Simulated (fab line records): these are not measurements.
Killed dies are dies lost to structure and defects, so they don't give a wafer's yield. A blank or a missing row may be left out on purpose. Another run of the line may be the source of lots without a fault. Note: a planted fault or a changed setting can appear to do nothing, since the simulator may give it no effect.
fab line records	flow sky130
[record] lots = 12	wafers = 36	lastDay = 50
route steps=708 shown VT_ADJUST_LVTN@117 CAP2M@605 METAL4@631 PAD_OPEN@708
lots that met no fault: from a run of the same line without faults
startH: start of the lot's first displayed wafer, in hours after the record's first day	waitH: time in hours since the lot's previous step	" identical to the entry in the row above	L1.1+2: a single row standing in for several wafers	- no value present, or no start provided	* or withheld: withheld	< > ~ a bound
route shown NAME@n: NAME is a module with steps in the file, n the number in the route of the first one	usual: mean and standard deviation over wafers with no fault	same: alike in all rows	chamber/n: place in a boat	sites: the reading at each site	_std_site: standard deviation across them	_edge_site: the outer-site mean with the inner-site mean subtracted	radiusMm: how far each site lies from the wafer's centre	mask NAME#n: copy n	behind: the last tool/chamber to shape the wafer	hold: reason for holding the lot/hours on hold/outcome of the hold	device: the transistor (n, p or np) that didn't switch	end of line: the same wafers' tests at the end of the route	a step given without rows: its recipe and nothing more	killed: dies lost to structure and defects at the first sort, not the wafer's yield	map: per-die view of a wafer (x killed, . not killed, _ where there is no die)
set.NAME: the run value of the setting; set.NAME@STEP: its run value at that earlier step	model.NAME: the simulator's own value behind a step, which no gauge read
one table for each step of the route and one row for each wafer, over a sample of lots
services: a tool's chamber out of use, with start hour (startH, from the record's first day; less than 0 if before it), hours out, and reason
[[steps]]
[step SKY_VT_ADJUST_LVTN_STRIP_20]
[recipe] chemistry = O2/N2	powerW = 1400	pressureMtorr = 1500	platenTempC = withheld	o2FlowSccm = 3000	n2FlowSccm = 300	overashFraction = 0.5
[usual] drypumpMotorCurrentA = 5.4/0.43	n2FlowSccm = 300.1/0.89	oesProductAu = 0.715/0.0044	stripTimeToEndpointS = 14.18/0.038
lot.wafer	tool	chamber	startH	waitH	drypumpMotorCurrentA	n2FlowSccm	oesProductAu	rfHoursCounterH	stripTimeToEndpointS
L448.2	plasmaAsher-04	0	160.30	0.1	5.2	299.7	0.708	5	14.10
L448.5	"	1	"	"	4.7	300.4	0.720	-	14.11
L448.6	"	0	"	"	5.2	299.5	0.712	-	14.10
L450.3	plasmaAsher-04	0	170.53	0.1	5.2	299.1	0.725	-	14.20
L450.4	"	1	"	"	4.7	300.7	0.714	-	14.18
L450.5	"	1	"	"	4.7	300.6	0.717	-	14.17
L453.1	plasmaAsher-04	0	189.80	0.1	5.2	299.4	0.709	8	14.15
L453.2	"	1	"	"	4.7	302.1	0.716	8	14.12
L453.3	"	1	"	"	4.7	301.4	0.716	-	14.11
L454.1	plasmaAsher-02	1	198.10	0.1	5.7	300.1	0.715	52	14.17
L454.2	"	0	"	"	5.5	298.6	0.716	52	14.13
L454.6	"	0	"	"	5.5	298.7	0.713	-	14.15
L455.1	plasmaAsher-04	0	206.25	0.1	5.2	299.2	0.712	10	14.19
L455.2	"	1	"	"	4.7	299.0	0.715	10	14.16
L455.5	"	1	"	"	4.7	299.5	0.718	-	14.18
L456.1	plasmaAsher-02	0	229.85	0.1	5.5	302.1	0.724	54	14.17
L456.4	"	0	"	"	5.5	301.4	0.717	-	14.20
L456.6	"	1	"	"	5.7	299.2	0.724	-	14.19
L457.1	plasmaAsher-03	1	233.30	0.1	5.6	300.4	0.713	42	14.21
L457.3	"	0	"	"	6.1	299.7	0.715	-	14.24
L457.5	"	1	"	"	5.5	300.2	0.716	-	14.26
L460.2	plasmaAsher-03	0	244.75	0.1	6.1	300.1	0.718	43	14.20
L460.3	"	0	"	"	6.1	300.7	0.711	-	14.21
L460.6	"	1	"	"	5.5	299.7	0.716	-	14.16
L468.3	plasmaAsher-03	1	295.63	0.1	5.5	301.4	0.711	-	14.25
L468.4	"	0	"	"	6.1	300.2	0.714	-	14.19
L468.6	"	0	"	"	6.1	299.1	0.717	-	14.23
L469.2	plasmaAsher-03	1	302.70	0.1	5.5	301.0	0.723	49	14.20
L469.4	"	1	"	"	5.6	298.6	0.712	-	14.20
L469.5	"	1	"	"	5.5	300.2	0.724	-	14.26
L470.1	plasmaAsher-04	0	310.50	0.1	5.2	301.6	0.717	20	14.24
L470.3	"	0	"	"	5.2	299.8	0.717	-	14.22
L470.5	"	0	"	"	5.2	301.1	0.717	-	14.22
L471.2	plasmaAsher-02	0	318.80	0.1	5.4	301.2	0.706	63	14.14
L471.3	"	1	"	"	5.7	299.7	0.717	-	14.17
L471.6	"	0	"	"	5.4	299.4	0.715	-	14.17
[step SKY_CAP2M_SPUTTER_02]
[recipe] material = TiN	targetThkNm = 200	tempC = 300	powerW = 6500	timeS = 166.7	chamberPressurePa = 0.4
[usual] throttleValvePct = 30.2/0.91
lot.wafer	tool	chamber	startH	waitH	throttleValvePct
L448.2	pvdSputter-04	-	923.76	0.0	31.4
L448.5	"	-	"	"	28.0
L448.6	"	-	"	"	31.2
L450.3	pvdSputter-03	-	938.20	0.0	29.6
L450.4	"	-	"	"	30.0
L450.5	"	-	"	"	29.6
L453.1	pvdSputter-03	-	962.01	0.1	30.0
L453.2	"	-	"	"	29.8
L453.3	"	-	"	"	31.5
L454.1	pvdSputter-03	-	969.38	0.1	29.8
L454.2	"	-	"	"	31.3
L454.6	"	-	"	"	29.5
L455.1	pvdSputter-02	-	980.76	0.1	31.0
L455.2	"	-	"	"	30.1
L455.5	"	-	"	"	30.7
L456.1	pvdSputter-03	-	998.76	0.1	31.5
L456.4	"	-	"	"	29.6
L456.6	"	-	"	"	31.2
L457.1	pvdSputter-04	-	1014.40	0.1	28.3
L457.3	"	-	"	"	31.2
L457.5	"	-	"	"	31.7
L460.2	pvdSputter-02	-	1021.98	0.0	29.7
L460.3	"	-	"	"	31.2
L460.6	"	-	"	"	30.7
L468.3	pvdSputter-04	-	1061.46	0.0	30.4
L468.4	"	-	"	"	28.3
L468.6	"	-	"	"	30.3
L469.2	pvdSputter-02	-	1068.26	0.0	30.7
L469.4	"	-	"	"	30.1
L469.5	"	-	"	"	29.9
L470.1	pvdSputter-02	-	1076.08	0.1	30.9
L470.3	"	-	"	"	30.0
L470.5	"	-	"	"	31.3
L471.2	pvdSputter-03	-	1081.92	0.0	30.1
L471.3	"	-	"	"	31.3
L471.6	"	-	"	"	31.5
[step SKY_CAP2M_METAL_ETCH_13]
[recipe] targetDepthNm = 220	stopOn = SiO2	chemistry = Cl2/BCl3	target = TiN	pressureMtorr = 10	icpW = 900	biasW = 48.5	Cl2_flow_sccm = 60	bcl3FlowSccm = 30	timeS = 62.9
[usual] drypumpMotorCurrentA = 5.7/0.55	oesProductAu = 0.939/0.0082	throttleValvePct = 21.903/0.01
lot.wafer	tool	chamber	startH	waitH	drypumpMotorCurrentA	oesProductAu	rfHoursCounterH	throttleValvePct
L448.2	rieMetal-01	0	947.35	0.0	5.1	0.927	9	21.901
L448.5	"	0	"	"	5.1	0.947	-	21.889
L448.6	"	1	"	"	6.0	0.947	-	21.899
L450.3	rieMetal-04	1	962.25	0.1	5.1	0.933	-	21.913
L450.4	"	1	"	"	5.1	0.935	-	21.906
L450.5	"	1	"	"	5.1	0.931	-	21.914
L453.1	rieMetal-04	1	985.75	0.0	5.1	0.948	20	21.875
L453.2	"	1	"	"	5.1	0.949	-	21.891
L453.3	"	1	"	"	5.1	0.949	-	21.898
L454.1	rieMetal-02	1	992.75	0.0	6.0	0.944	6	21.890
L454.2	"	1	"	"	6.1	0.924	-	21.917
L454.6	"	1	"	"	6.0	0.929	-	21.909
L455.1	rieMetal-02	1	1004.24	0.0	6.0	0.941	8	21.904
L455.2	"	0	"	"	6.6	0.930	0	21.901
L455.5	"	1	"	"	6.0	0.927	-	21.903
L456.1	rieMetal-02	0	1021.35	0.0	6.6	0.937	2	21.915
L456.4	"	1	"	"	6.0	0.931	-	21.908
L456.6	"	1	"	"	6.0	0.941	-	21.915
L457.1	rieMetal-02	1	1036.19	0.0	6.0	0.953	11	21.893
L457.3	"	1	"	"	6.0	0.946	-	21.895
L457.5	"	1	"	"	6.0	0.954	-	21.905
L460.2	rieMetal-04	1	1044.63	0.1	5.1	0.946	-	21.891
L460.3	"	1	"	"	5.1	0.956	-	21.885
L460.6	"	1	"	"	5.1	0.939	-	21.905
L468.3	rieMetal-02	1	1082.17	0.0	6.0	0.933	-	21.895
L468.4	"	0	"	"	6.5	0.938	-	21.903
L468.6	"	1	"	"	6.0	0.939	-	21.895
L469.2	rieMetal-02	1	1088.45	0.0	6.0	0.939	15	21.906
L469.4	"	0	"	"	6.5	0.939	-	21.899
L469.5	"	1	"	"	6.0	0.935	-	21.902
L470.1	rieMetal-04	1	1096.30	0.0	5.1	0.944	26	21.897
L470.3	"	1	"	"	5.1	0.933	-	21.902
L470.5	"	1	"	"	5.1	0.944	-	21.916
L471.2	rieMetal-04	1	1102.55	0.0	5.1	0.919	27	21.896
L471.3	"	1	"	"	5.1	0.923	-	21.904
L471.6	"	1	"	"	5.1	0.931	-	21.905
[step SKY_METAL4_DESCUM_15]
[recipe] chemistry = O2	sourcePowerW = 150	biasPowerW = 0	pressureMtorr = 10	tempC = 40	timeS = 8
[usual] drypumpMotorCurrentA = 5.9/0.47	oesProductAu = 1.006/0.011
lot.wafer	tool	chamber	startH	waitH	drypumpMotorCurrentA	oesProductAu	rfHoursCounterH
L448.2	rieMetal-01	1	972.11	0.0	6.0	0.999	6
L448.5	"	1	"	"	6.0	1.004	-
L448.6	"	0	"	"	5.1	0.998	-
L450.3	rieMetal-02	1	986.89	0.0	6.0	1.004	-
L450.4	"	1	"	"	6.0	0.998	-
L450.5	"	1	"	"	6.0	1.000	-
L453.1	rieMetal-02	0	1009.71	0.0	6.6	1.003	0
L453.2	"	1	"	"	6.0	1.019	9
L453.3	"	0	"	"	6.5	0.998	-
L454.1	rieMetal-03	1	1017.07	0.0	5.5	1.014	9
L454.2	"	0	"	"	5.4	1.010	19
L454.6	"	0	"	"	5.4	1.001	-
L455.1	rieMetal-02	1	1028.01	0.0	6.0	1.005	10
L455.2	"	0	"	"	6.5	0.999	2
L455.5	"	1	"	"	6.0	1.014	-
L456.1	rieMetal-02	0	1044.47	0.0	6.6	0.987	3
L456.4	"	0	"	"	6.5	0.993	-
L456.6	"	0	"	"	6.5	0.995	-
L457.1	rieMetal-02	0	1059.31	0.0	6.6	0.992	4
L457.3	"	0	"	"	6.6	0.995	-
L457.5	"	0	"	"	6.5	0.989	-
L460.2	rieMetal-03	1	1066.78	0.0	5.6	1.012	12
L460.3	"	1	"	"	5.6	1.036	-
L460.6	"	1	"	"	5.6	1.019	-
L468.3	rieMetal-02	1	1103.22	0.0	6.0	1.009	-
L468.4	"	0	"	"	6.5	0.986	-
L468.6	"	0	"	"	6.6	0.998	-
L469.2	rieMetal-01	0	1108.87	0.0	5.1	1.002	15
L469.4	"	0	"	"	5.1	1.011	-
L469.5	"	0	"	"	5.1	1.004	-
L470.1	rieMetal-01	1	1117.32	0.0	6.0	1.008	11
L470.3	"	0	"	"	5.1	1.001	-
L470.5	"	0	"	"	5.1	1.012	-
L471.2	rieMetal-01	0	1123.37	0.0	5.1	0.998	16
L471.3	"	0	"	"	5.1	1.002	-
L471.6	"	1	"	"	6.0	1.006	-
[step SKY_PAD_OPEN_PROBE_99]
[usual] killed_at_M0_to_M3 = 42/6.6	killed_at_M4_up = 3.0/1.8	killedAtContacts = 25/5.1	killedAtFrontEnd = 15/4.4	killedAtOther = 0.3/0.56	killedDies = 86/8.6	killedOnRim = 17/3.9	killedOpen = 47/6.9	killedShort = 38/6
[same] grossDies = 492	killedAtBackSide = 0
lot.wafer	tool	chamber	startH	waitH	killed_at_M0_to_M3	killed_at_M4_up	killedAtContacts	killedAtFrontEnd	killedAtOther	killedDies	killedOnRim	killedOpen	killedShort
L460.2	prober-01	-	1151.73	0.1	48	2	26	19	1	96	17	45	51
L460.3	prober-01	-	1151.78	0.2	41	3	37	16	0	97	19	52	45
L460.6	prober-01	-	1151.93	0.2	44	2	26	23	0	95	16	45	50
L468.3	prober-01	-	1182.91	0.2	46	0	24	60	0	130	21	43	41
L468.4	prober-01	-	1182.96	0.2	34	6	21	40	1	102	18	43	33
L468.6	prober-01	-	1183.06	0.2	34	3	22	40	1	100	19	44	27
L469.2	prober-02	-	1187.64	0.1	42	2	26	69	0	139	19	44	41
L469.4	prober-02	-	1187.74	0.2	33	1	18	65	1	118	19	33	33
L469.5	prober-02	-	1187.79	0.2	51	1	30	57	0	139	19	58	38
// killed by level:class
L460.2 VIA1:geometricParticle:open=10 CONTACT:geometricParticle:short=9 CONTACT:geometricParticle:open=9 VIA2:geometricParticle:open=8 METAL1:geometricParticle:short=6 VIA1:geometricParticle:short=6 METAL2:geometricParticle:short=6 POLY_GATE:geometricParticle:open=5
L460.3 CONTACT:geometricParticle:open=15 FIELD_ISO:geometricParticle:open=8 LI_CONTACT:geometricParticle:open=8 METAL1:geometricParticle:short=8 CONTACT:geometricParticle:short=7 VIA1:geometricParticle:open=6 VIA2:geometricParticle:short=6 VIA2:geometricParticle:open=6
L460.6 CONTACT:geometricParticle:open=10 VIA1:geometricParticle:open=10 CONTACT:geometricParticle:short=9 VIA1:geometricParticle:short=8 FIELD_ISO:geometricParticle:short=6 VIA3:geometricParticle:open=6 POLY_GATE:geometricParticle:short=5 LI_CONTACT:geometricParticle:open=4
L468.3 VT_ADJUST_LVTN:unspecified=46 VIA1:geometricParticle:open=11 CONTACT:geometricParticle:open=7 LOCAL_INTERCONNECT:geometricParticle:short=6 POLY_GATE:geometricParticle:open=5 METAL1:geometricParticle:short=5 POLY_GATE:geometricParticle:short=4 LI_CONTACT:geometricParticle:open=4
L468.4 VT_ADJUST_LVTN:unspecified=26 VIA2:geometricParticle:open=10 VIA1:geometricParticle:open=9 LI_CONTACT:geometricParticle:open=7 METAL4:geometricParticle:short=6 CONTACT:geometricParticle:open=5 CONTACT:geometricParticle:short=5 METAL1:geometricParticle:short=5
L468.6 VT_ADJUST_LVTN:unspecified=29 LI_CONTACT:geometricParticle:open=8 VIA1:geometricParticle:open=8 CONTACT:geometricParticle:open=7 FIELD_ISO:geometricParticle:short=6 VIA2:geometricParticle:open=6 METAL2:geometricParticle:short=5 LI_CONTACT:geometricParticle:short=4
L469.2 VT_ADJUST_LVTN:unspecified=54 LI_CONTACT:geometricParticle:open=8 VIA1:geometricParticle:open=8 VIA3:geometricParticle:open=8 FIELD_ISO:geometricParticle:short=7 CONTACT:geometricParticle:open=6 VIA2:geometricParticle:open=5 CONTACT:geometricParticle:short=5
L469.4 VT_ADJUST_LVTN:unspecified=52 VIA1:geometricParticle:open=10 CONTACT:geometricParticle:open=6 VIA2:geometricParticle:open=6 CONTACT:geometricParticle:short=5 FIELD_ISO:geometricParticle:short=4 METAL2:geometricParticle:short=4 LOCAL_INTERCONNECT:geometricParticle:short=4
L469.5 VT_ADJUST_LVTN:unspecified=43 CONTACT:geometricParticle:open=11 VIA1:geometricParticle:open=10 VIA2:geometricParticle:open=10 LI_CONTACT:geometricParticle:open=7 VIA3:geometricParticle:open=7 CONTACT:geometricParticle:short=7 METAL2:geometricParticle:short=7
[[services]]
tool	chamber	startH	hours	kind
pvdSputter-03	-	146.97	22.8	repair
rieMetal-02	1	150.16	1.7	repair
pvdSputter-03	-	161.66	0.5	repair
rieMetal-02	-	165.63	1.2	repair
pvdSputter-03	-	194.76	2.0	repair
pvdSputter-03	-	209.17	9.7	repair
rieMetal-04	0	228.34	13.6	repair
rieMetal-02	1	237.77	10.1	repair
pvdSputter-03	-	271.87	2.4	repair
rieMetal-02	0	314.85	1.3	repair
rieMetal-02	1	326.12	10.8	repair
plasmaAsher-04	-	330.72	1.5	repair
rieMetal-02	-	339.38	0.1	repair
rieMetal-01	-	366.55	0.4	repair
rieMetal-01	0	393.31	4.9	repair
plasmaAsher-04	-	417.88	3.2	repair
rieMetal-02	1	503.40	98.0	repair
pvdSputter-03	-	589.39	2.3	repair
rieMetal-04	0	643.43	19.0	repair
plasmaAsher-04	-	660.52	18.9	pm
rieMetal-02	-	861.96	14.6	pm
rieMetal-02	-	884.19	5.3	repair
rieMetal-02	-	898.65	2.8	pm
rieMetal-02	-	1117.71	11.5	repair
[[key]]
[firstSign] step = SKY_PAD_OPEN_PROBE_99	reading = killedAtFrontEnd	direction = up	sigmas = 9.2	usual = 15	struck = 55
[effect] step = SKY_PAD_OPEN_PROBE_99	reading = killedDies	direction = up	sigmas = 4.1	usual = 86	struck = 121
metAt SKY_VT_ADJUST_LVTN_STRIP_20
struckLots L468,L469
testerLeftOut L468,L469
notActingAt SKY_CAP2M_SPUTTER_02,SKY_CAP2M_METAL_ETCH_13,SKY_METAL4_DESCUM_15
onsetBetween 244.75 295.63
[fault] kind = chamberParticleSource	tool = plasmaAsher-03	chamber = -	onsetH = 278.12	steps = SKY_VT_ADJUST_LVTN_STRIP_20	ratePerVisitCm2 = 0.62669	endH = 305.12
// testerLeftOut: of these lots the tester's yield and bins aren't shown, on N5 and GAA mostly nor the transistor test; their killed dies are dies lost to structure and defects alone, not to doping, threshold or leakage, so they don't give the yield
